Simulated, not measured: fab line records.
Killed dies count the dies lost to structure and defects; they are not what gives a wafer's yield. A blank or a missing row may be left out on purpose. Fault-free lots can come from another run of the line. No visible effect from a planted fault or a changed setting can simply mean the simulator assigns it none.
fab line records    flow sky130
record: lots: 5  wafers: 15  last_day: 50
route steps=708 shown CAP2M@604 PAD_OPEN@708
lots that met no fault: from a run of the same line without faults
start_h: the number of hours between the record's first day and the start of the first shown wafer of the lot    wait_h: hours from the lot's prior step to this one    " as in the row above    L1.1+2: a row that stands for several wafers    - value missing, or start not given    * or withheld: withheld    < > ~ a bound
route shown NAME@n: NAME is a module with steps in the file, n the number in the route of the first one    usual: mean/standard deviation of fault-free wafers    same: alike in all rows    chamber/n: place in a boat    sites: each site's reading    _std_site: standard deviation of those values    _edge_site: outer sites' mean less inner sites'    radius_mm: for every site, how far away it sits from the centre of the wafer    mask NAME#n: copy n    behind: the last tool/chamber to shape the wafer    hold: the reason the lot was held/the length of the hold in hours/how it ended    device: the transistor (n, p or np) that didn't switch    end of line: tests run on the same wafers once the route is complete    a step with no rows: only its recipe    killed: dies that structure and defects cost at the first sort, which is not the same as the wafer's yield    map: a wafer's dies, marking killed ones x, the rest . and places with no die _
set.NAME: the run value of the setting; set.NAME@STEP: its run value at that earlier step    model.NAME: the simulator's own value behind a step, which no gauge read
certain route steps with their lots: each step a table, each wafer a row
services: from which hour (start_h, from the record's first day; less than 0 if before it) a tool's chamber was out of use, for how many hours, and why
== steps ==
step: SKY_CAP2M_THK_MEAS_01
recipe: reads: SiO2_of_CAP2M_CVD_00
usual: CAP2M_CVD_00_THK: 15.60/0.25
lot.wafer  tool           chamber  start_h  wait_h  CAP2M_CVD_00_THK[nm]
L119.1     film_metro-04  -        960.47   -       15.37
L119.3     "              -        "        "       15.19
L119.4     "              -        "        "       15.90
L122.1     film_metro-04  -        984.19   -       15.45
L122.3     "              -        "        "       15.14
L122.4     "              -        "        "       15.51
L130.2     film_metro-03  -        1029.15  -       15.19
L130.5     "              -        "        "       15.50
L130.6     "              -        "        "       15.43
L135.1     film_metro-04  -        1063.40  -       15.65
L135.2     "              -        "        "       15.88
L135.3     "              -        "        "       15.67
L139.1     film_metro-04  -        1082.02  -       15.26
L139.5     "              -        "        "       16.01
L139.6     "              -        "        "       15.41
step: SKY_CAP2M_SPUTTER_02
recipe: material: TiN  target_thk_nm: 200  temp_c: 300  power_w: 6500  time_s: 166.7  chamber_pressure_pa: 0.4
usual: throttle_valve_pct: 29.9/0.78
lot.wafer  tool            chamber  start_h  wait_h  throttle_valve_pct
L119.1     pvd_sputter-03  -        960.53   0.1     29.4
L119.3     "               -        "        "       27.3
L119.4     "               -        "        "       29.3
L122.1     pvd_sputter-04  -        984.25   0.1     29.6
L122.3     "               -        "        "       31.1
L122.4     "               -        "        "       29.7
L130.2     pvd_sputter-02  -        1029.20  0.0     30.7
L130.5     "               -        "        "       30.7
L130.6     "               -        "        "       28.9
L135.1     pvd_sputter-04  -        1063.46  0.1     29.8
L135.2     "               -        "        "       31.2
L135.3     "               -        "        "       29.6
L139.1     pvd_sputter-02  -        1082.08  0.1     30.2
L139.5     "               -        "        "       29.7
L139.6     "               -        "        "       29.0
step: SKY_CAP2M_RS_MEAS_03
recipe: thk_meas_gauge: four-point-probe  reads: TiN_of_CAP2M_SPUTTER_02
usual: CAP2M_TIN_RS: 6.89/0.086
lot.wafer  tool           chamber  start_h  wait_h  CAP2M_TIN_RS[ohm/sq]
L119.1     film_metro-03  -        960.64   0.1     7.00
L119.3     "              -        "        "       6.95
L119.4     "              -        "        "       6.91
L122.1     film_metro-01  -        984.36   0.1     6.82
L122.3     "              -        "        "       6.91
L122.4     "              -        "        "       6.75
L130.2     film_metro-01  -        1029.33  0.1     6.86
L130.5     "              -        "        "       6.93
L130.6     "              -        "        "       6.97
L135.1     film_metro-04  -        1063.57  0.1     6.95
L135.2     "              -        "        "       6.93
L135.3     "              -        "        "       6.90
L139.1     film_metro-01  -        1082.19  0.1     6.89
L139.5     "              -        "        "       6.92
L139.6     "              -        "        "       6.98
step: SKY_CAP2M_THK_MEAS_04
recipe: thk_meas_gauge: xrf  reads: TiN_of_CAP2M_SPUTTER_02
usual: CAP2M_TIN_THK: 200.5/2.8
lot.wafer  tool           chamber  start_h  wait_h  CAP2M_TIN_THK[nm]
L119.1     film_metro-03  -        960.76   0.1     198.4
L119.3     "              -        "        "       198.8
L119.4     "              -        "        "       199.7
L122.1     film_metro-01  -        984.48   0.1     202.4
L122.3     "              -        "        "       200.5
L122.4     "              -        "        "       204.1
L130.2     film_metro-01  -        1029.44  0.1     201.0
L130.5     "              -        "        "       198.5
L130.6     "              -        "        "       198.1
L135.1     film_metro-04  -        1063.69  0.1     202.1
L135.2     "              -        "        "       201.1
L135.3     "              -        "        "       201.6
L139.1     film_metro-01  -        1082.31  0.1     199.8
L139.5     "              -        "        "       199.0
L139.6     "              -        "        "       197.0
step: SKY_CAP2M_DEHYDRATE_05
recipe: temp_c: 200  time_s: 60
step: SKY_CAP2M_HMDS_06
recipe: prime_time_s: 60  prime_temp_c: 120
step: SKY_CAP2M_COAT_07
recipe: resist: NOVOLAK  spin_rpm: 3000  resist_thk_nm: 1140
step: SKY_CAP2M_SOFTBAKE_08
recipe: temp_c: 90  time_s: 60  resist: NOVOLAK
step: SKY_CAP2M_EXPOSE_09
recipe: mask_id: CAP2M  na: 0.6  source_shape: conventional  sigma_outer: 0.6  polarization: unpolarized  target_cd_nm: 1000  dose_mj: 159
step: SKY_CAP2M_PEB_10
recipe: temp_c: withheld  time_s: *  resist: NOVOLAK
step: SKY_CAP2M_DEVELOP_11
recipe: resist: NOVOLAK  developer: TMAH  develop_time_s: 60  dev_temp_c: 23
step: SKY_CAP2M_OVL_MEAS_12
usual: CAP2M_OVL: -0.6/1.2
lot.wafer  tool        chamber  start_h  wait_h  CAP2M_OVL[nm]
L119.1     overlay-02  -        984.16   0.1     -0.6
L119.3     "           -        "        "       0.6
L119.4     "           -        "        "       -0.1
L122.1     overlay-01  -        1006.96  0.1     -0.3
L122.3     "           -        "        "       1.7
L122.4     "           -        "        "       0.7
L130.2     overlay-02  -        1051.65  0.1     -0.9
L130.5     "           -        "        "       -2.4
L130.6     "           -        "        "       -0.3
L135.1     overlay-01  -        1084.81  0.1     -1.6
L135.2     "           -        "        "       -0.9
L135.3     "           -        "        "       -2.0
L139.1     overlay-01  -        1103.26  0.1     -2.1
L139.5     "           -        "        "       -1.9
L139.6     "           -        "        "       -1.4
step: SKY_CAP2M_METAL_ETCH_13
recipe: target_depth_nm: 220  stop_on: SiO2  chemistry: Cl2/BCl3  target: TiN  pressure_mtorr: 10  icp_w: 900  bias_w: 48.5  Cl2_flow_sccm: 60  bcl3_flow_sccm: 30  time_s: 62.9
usual: drypump_motor_current_A: 5.8/0.48  oes_product_au: 0.943/0.0087  throttle_valve_pct: 21.901/0.011
lot.wafer  tool          chamber  start_h  wait_h  drypump_motor_current_A  oes_product_au  rf_hours_counter_h  throttle_valve_pct  model.NOVOLAK_of_CAP2M_COAT_07.thk_nm  model.etch.depth_nm  model.CAP2M.feature_depth_nm
L119.1     rie_metal-04  1        984.20   0.0     5.8                      0.924           20                  21.919              994.2                                  197.9                197.9
L119.3     "             1        "        "       5.8                      0.940           -                   21.895              989.2                                  199.3                199.3
L119.4     "             0        "        "       5.7                      0.936           -                   21.894              991.4                                  200.2                200.2
L122.1     rie_metal-01  1        1007.00  0.0     6.6                      0.946           5                   21.905              995.3                                  202.8                202.8
L122.3     "             1        "        "       6.6                      0.939           -                   21.907              997                                    200.4                200.4
L122.4     "             0        "        "       5.5                      0.957           -                   21.873              987.7                                  204.7                204.7
L130.2     rie_metal-04  0        1051.68  0.0     5.7                      0.859           8                   21.956              1024                                   166.4                166.4
L130.5     "             0        "        "       5.7                      0.950           -                   21.899              987.9                                  199.1                199.1
L130.6     "             1        "        "       5.8                      0.934           -                   21.898              986.9                                  198.4                198.4
L135.1     rie_metal-01  0        1084.85  0.0     5.4                      0.940           15                  21.916              985.2                                  198.9                198.9
L135.2     "             1        "        "       6.6                      0.940           11                  21.890              987.3                                  199.4                199.4
L135.3     "             1        "        "       6.6                      0.945           -                   21.902              989.5                                  199.6                199.6
L139.1     rie_metal-01  0        1103.30  0.0     5.4                      0.932           17                  21.896              982.9                                  200.3                200.3
L139.5     "             0        "        "       5.4                      0.932           -                   21.889              985.7                                  199.7                199.7
L139.6     "             1        "        "       6.6                      0.936           -                   21.922              993.6                                  197.9                197.9
step: SKY_CAP2M_STRIP_14
recipe: chemistry: O2/N2  power_w: 1400  pressure_mtorr: 1500  platen_temp_c: withheld  o2_flow_sccm: 3000  n2_flow_sccm: 300  overash_fraction: 0.5
usual: drypump_motor_current_A: 5.72/0.3  o2_flow_sccm: 2999/10  oes_product_au: 0.711/0.0047  strip_time_to_endpoint_s: 12.62/0.049
lot.wafer  tool             chamber  start_h  wait_h  drypump_motor_current_A  o2_flow_sccm  oes_product_au  rf_hours_counter_h  strip_time_to_endpoint_s
L119.1     plasma_asher-03  0        984.27   0.1     5.73                     2994          0.709           79                  12.68
L119.3     "                0        "        "       5.72                     2980          0.707           -                   12.62
L119.4     "                1        "        "       5.80                     2991          0.712           -                   12.64
L122.1     plasma_asher-01  1        1007.07  0.1     5.42                     3009          0.710           59                  12.68
L122.3     "                0        "        "       5.45                     2994          0.719           -                   12.69
L122.4     "                1        "        "       5.42                     2986          0.718           -                   12.59
L130.2     plasma_asher-04  0        1051.76  0.1     5.78                     3002          0.721           124                 12.94
L130.5     "                0        "        "       5.75                     3014          0.705           -                   12.59
L130.6     "                1        "        "       6.34                     3009          0.716           -                   12.57
L135.1     plasma_asher-03  1        1084.92  0.1     5.84                     3014          0.710           89                  12.56
L135.2     "                0        "        "       5.74                     3011          0.712           89                  12.58
L135.3     "                0        "        "       5.75                     2999          0.717           -                   12.60
L139.1     plasma_asher-03  1        1103.37  0.1     5.84                     3006          0.713           91                  12.53
L139.5     "                0        "        "       5.70                     3000          0.706           -                   12.57
L139.6     "                1        "        "       5.83                     3008          0.709           -                   12.66
step: SKY_CAP2M_STRIP_15
recipe: chemistry: post_etch_residue_remover  time_s: 1200  temp_c: 72.5
step: SKY_PAD_OPEN_PROBE_99
usual: defect_limited_yield: 82.5/1.9  killed_at_M0_to_M3: 43/6.8  killed_at_M4_up: 3.0/1.6  killed_at_contacts: 25/6  killed_at_front_end: 15/4.4  killed_at_other: 0.3/0.52  killed_dies: 86/9.6  killed_on_rim: 17/3.5  killed_open: 47/6.7  killed_short: 39/6.8  sort_bin_3_pad_short: 0.9/0.43  sort_bin_5_function: 10.3/1.5  sort_bin_6_memory: 6.3/1.1  sort_n_pass: 406/9.6  sort_yield_pct: 82.5/1.9
same: gross_dies: 492  killed_at_back_side: 0  sort_bin_4_leakage[%]: 0  sort_bin_8_speed[%]: 0
lot.wafer  tool       chamber  start_h  wait_h  defect_limited_yield[%]  killed_at_M0_to_M3  killed_at_M4_up  killed_at_contacts  killed_at_front_end  killed_at_other  killed_dies  killed_on_rim  killed_open  killed_short  sort_bin_3_pad_short[%]  sort_bin_5_function[%]  sort_bin_6_memory[%]  sort_n_pass  sort_yield_pct[%]
L119.1     prober-01  -        1102.13  0.1     85.0                     48                  3                14                  8                    1                74           11             34           40            0.6                      8.1                     6.3                   418          85.0
L119.3     prober-01  -        1102.23  0.2     83.9                     42                  3                20                  14                   0                79           12             45           33            1.0                      10.6                    4.5                   413          83.9
L119.4     prober-01  -        1102.28  0.2     82.3                     46                  3                20                  18                   0                87           17             53           34            0.6                      11.4                    5.7                   405          82.3
L122.1     prober-01  -        1121.06  0.1     83.3                     43                  1                27                  11                   0                82           20             45           37            0.6                      10.0                    6.1                   410          83.3
L122.3     prober-01  -        1121.16  0.2     82.7                     48                  2                24                  11                   0                85           14             44           41            0.6                      10.6                    6.1                   407          82.7
L122.4     prober-01  -        1121.21  0.2     83.1                     42                  3                28                  9                    1                83           18             43           40            1.2                      8.5                     7.1                   409          83.1
L130.2     prober-02  -        1160.03  0.1     0                        29                  1                30                  11                   421              492          96             34           37            86.4                     8.7                     4.9                   0            0
L130.5     prober-02  -        1160.18  0.2     82.7                     43                  3                26                  13                   0                85           14             45           40            0.6                      10.8                    5.9                   407          82.7
L130.6     prober-02  -        1160.23  0.2     85.6                     41                  2                18                  9                    1                71           15             32           38            0.8                      7.7                     5.9                   421          85.6
L135.1     prober-01  -        1185.13  0.1     82.3                     41                  2                22                  22                   0                87           13             43           44            1.8                      10.6                    5.3                   405          82.3
L135.2     prober-01  -        1185.18  0.1     84.1                     36                  2                25                  15                   0                78           19             36           42            1.2                      11.0                    3.7                   414          84.1
L135.3     prober-01  -        1185.23  0.2     83.9                     40                  1                25                  13                   0                79           14             44           35            1.0                      9.8                     5.3                   413          83.9
killed by level:class
L119.1 VIA3:geometric_particle:open=8 VIA2:geometric_particle:open=7 LI_CONTACT:geometric_particle:open=6 METAL2:geometric_particle:short=6 VIA3:geometric_particle:short=6 VIA1:geometric_particle:open=5 VIA2:geometric_particle:short=5 CONTACT:geometric_particle:open=4
L119.3 VIA3:geometric_particle:open=10 LI_CONTACT:geometric_particle:open=8 VIA1:geometric_particle:open=8 CONTACT:geometric_particle:open=6 POLY_GATE:geometric_particle:open=5 VIA1:geometric_particle:short=5 METAL2:geometric_particle:short=4 VIA2:geometric_particle:short=4
L119.4 VIA1:geometric_particle:open=14 VIA3:geometric_particle:open=8 CONTACT:geometric_particle:open=7 VIA1:geometric_particle:short=7 POLY_GATE:geometric_particle:open=5 LI_CONTACT:geometric_particle:short=5 LI_CONTACT:geometric_particle:open=5 METAL1:geometric_particle:short=4
L122.1 VIA1:geometric_particle:open=10 CONTACT:geometric_particle:open=9 METAL1:geometric_particle:short=6 LI_CONTACT:geometric_particle:open=5 VIA1:geometric_particle:short=5 METAL2:geometric_particle:short=5 LOCAL_INTERCONNECT:geometric_particle:short=4 CONTACT:geometric_particle:short=4
L122.3 VIA1:geometric_particle:open=14 VIA2:geometric_particle:open=9 CONTACT:geometric_particle:short=8 METAL3:geometric_particle:short=6 METAL1:geometric_particle:short=6 LI_CONTACT:geometric_particle:open=5 POLY_GATE:geometric_particle:short=4 CONTACT:geometric_particle:open=4
L122.4 VIA1:geometric_particle:open=10 LI_CONTACT:geometric_particle:open=9 METAL1:geometric_particle:short=9 CONTACT:geometric_particle:short=8 CONTACT:geometric_particle:open=8 VIA3:geometric_particle:open=7 METAL2:geometric_particle:short=5 METAL3:geometric_particle:short=5
L130.2 CAP2M:area_etch=421 CONTACT:geometric_particle:open=9 LI_CONTACT:geometric_particle:open=7 LOCAL_INTERCONNECT:geometric_particle:short=7 VIA1:geometric_particle:open=7 FIELD_ISO:geometric_particle:short=5 CONTACT:geometric_particle:short=4 VIA1:geometric_particle:short=4
L130.5 VIA1:geometric_particle:open=11 CONTACT:geometric_particle:open=10 METAL2:geometric_particle:short=8 CONTACT:geometric_particle:short=7 VIA3:geometric_particle:open=6 METAL1:geometric_particle:short=5 LI_CONTACT:geometric_particle:open=4 VIA2:geometric_particle:open=4
L130.6 VIA1:geometric_particle:open=9 LI_CONTACT:geometric_particle:short=7 METAL1:geometric_particle:short=7 CONTACT:geometric_particle:open=5 FIELD_ISO:geometric_particle:open=4 METAL2:geometric_particle:short=4 VIA3:geometric_particle:short=4 CONTACT:geometric_particle:short=3
L135.1 VIA1:geometric_particle:open=7 LOCAL_INTERCONNECT:geometric_particle:short=6 VIA2:geometric_particle:open=6 FIELD_ISO:geometric_particle:open=5 POLY_GATE:geometric_particle:short=5 SPACER:geometric_particle:short=5 CONTACT:geometric_particle:open=5 METAL1:geometric_particle:open=5
L135.2 LI_CONTACT:geometric_particle:open=10 VIA2:geometric_particle:open=7 CONTACT:geometric_particle:short=5 CONTACT:geometric_particle:open=5 VIA1:geometric_particle:open=5 FIELD_ISO:geometric_particle:short=4 POLY_GATE:geometric_particle:open=4 VIA3:geometric_particle:open=4
L135.3 CONTACT:geometric_particle:open=11 VIA1:geometric_particle:open=9 METAL2:geometric_particle:short=7 POLY_GATE:geometric_particle:open=6 VIA1:geometric_particle:short=6 VIA2:geometric_particle:open=6 CONTACT:geometric_particle:short=4 POLY_GATE:geometric_particle:short=4
map L130.2 (x killed, . not)
__________xxxxxxxxxx_________
________xxxxxxxxxxxxxx_______
______xxxxxxxxxxxxxxxxxx_____
_____xxxxxxxxxxxxxxxxxxxx____
____xxxxxxxxxxxxxxxxxxxxxx___
___xxxxxxxxxxxxxxxxxxxxxxxx__
__xxxxxxxxxxxxxxxxxxxxxxxxxx_
_xxxxxxxxxxxxxxxxxxxxxxxxxxxx
_xxxxxxxxxxxxxxxxxxxxxxxxxxxx
_xxxxxxxxxxxxxxxxxxxxxxxxxxxx
_xxxxxxxxxxxxxxxxxxxxxxxxxxxx
_xxxxxxxxxxxxxxxxxxxxxxxxxxxx
_xxxxxxxxxxxxxxxxxxxxxxxxxxxx
_xxxxxxxxxxxxxxxxxxxxxxxxxxxx
_xxxxxxxxxxxxxxxxxxxxxxxxxxxx
__xxxxxxxxxxxxxxxxxxxxxxxxxx_
___xxxxxxxxxxxxxxxxxxxxxxxx__
____xxxxxxxxxxxxxxxxxxxxxx___
_____xxxxxxxxxxxxxxxxxxxx____
______xxxxxxxxxxxxxxxxxx_____
________xxxxxxxxxxxxxx_______
__________xxxxxxxxxx_________
map L119.4 (x killed, . not)
__________..x.....x._________
________......x...xx.._______
______...........x.....x_____
_____................xx..____
____.x..........xx........___
___...............x..x.x..x__
__.....xxx.x................_
_x..x..x...........x.........
_.x.x......x..x...x...x......
_................xxx....x....
_................xx...x...x..
_..xx.....................xx.
_...................xxx...xx.
_..x.x..x..x.x.x.....x.xx...x
_x...x.....x......x...x......
__...x...xx.x.....x........._
___....x.x..........x.....x__
____.x........x...xx..x..x___
_____xx.........xx..x....____
______..x..............._____
________......xx......_______
__________.x.x......_________
== services ==
tool             chamber  start_h  hours  kind
rie_metal-01     -        948.34   1.4    pm
plasma_asher-04  -        957.15   0.3    repair
plasma_asher-01  -        971.88   0.8    repair
plasma_asher-04  -        1012.25  2.1    repair
rie_metal-04     0        1019.67  4.6    repair
pvd_sputter-04   -        1029.32  9.2    repair
plasma_asher-04  -        1055.32  9.0    pm
plasma_asher-04  0        1055.32  9.0    vent_cycle
plasma_asher-04  1        1055.32  9.0    vent_cycle
plasma_asher-04  0        1064.32  -      clean
plasma_asher-04  1        1064.32  -      clean
plasma_asher-04  -        1067.62  1.2    repair
rie_metal-04     1        1078.42  -      clean
rie_metal-04     1        1078.42  14.0   scheduled_down
rie_metal-04     1        1078.42  14.0   vent_cycle
rie_metal-04     -        1079.31  11.2   repair
plasma_asher-04  -        1084.25  12.1   repair
pvd_sputter-03   -        1094.81  4.4    repair
== key ==
first_sign: step: SKY_CAP2M_METAL_ETCH_13  reading: oes_product_au  direction: down  sigmas: 9.6  usual: 0.943  struck: 0.859
effect: step: SKY_CAP2M_METAL_ETCH_13  reading: throttle_valve_pct  direction: up  sigmas: 4.8  usual: 21.901  struck: 21.956
effect: step: SKY_CAP2M_STRIP_14  reading: strip_time_to_endpoint_s  direction: up  sigmas: 6.5  usual: *  struck: *
effect: step: SKY_PAD_OPEN_PROBE_99  reading: killed_at_other  direction: up  sigmas: 99+  usual: 0.3  struck: 421
model_effect: step: SKY_CAP2M_METAL_ETCH_13  value: NOVOLAK_of_CAP2M_COAT_07.thk_nm  without: 986.8  struck: 1024
more_kills_born_at: SKY_CAP2M_METAL_ETCH_13@rie_metal-04: 421
met_at SKY_CAP2M_METAL_ETCH_13
struck_wafers L130.2
later_rows_left_out L130.2
onset_between 984.20 1051.68
fault: kind: process_parameter_drift  tool: rie_metal-04  chamber: -  onset_h: 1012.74  steps: SKY_CAP2M_METAL_ETCH_13  channel: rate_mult  offset: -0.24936  shape: step  end_h: 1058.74  scope: struck_wafers_only
later_rows_left_out: the simulator's readings of these wafers behind a module that went badly wrong aren't trusted and aren't shown, but for the sort
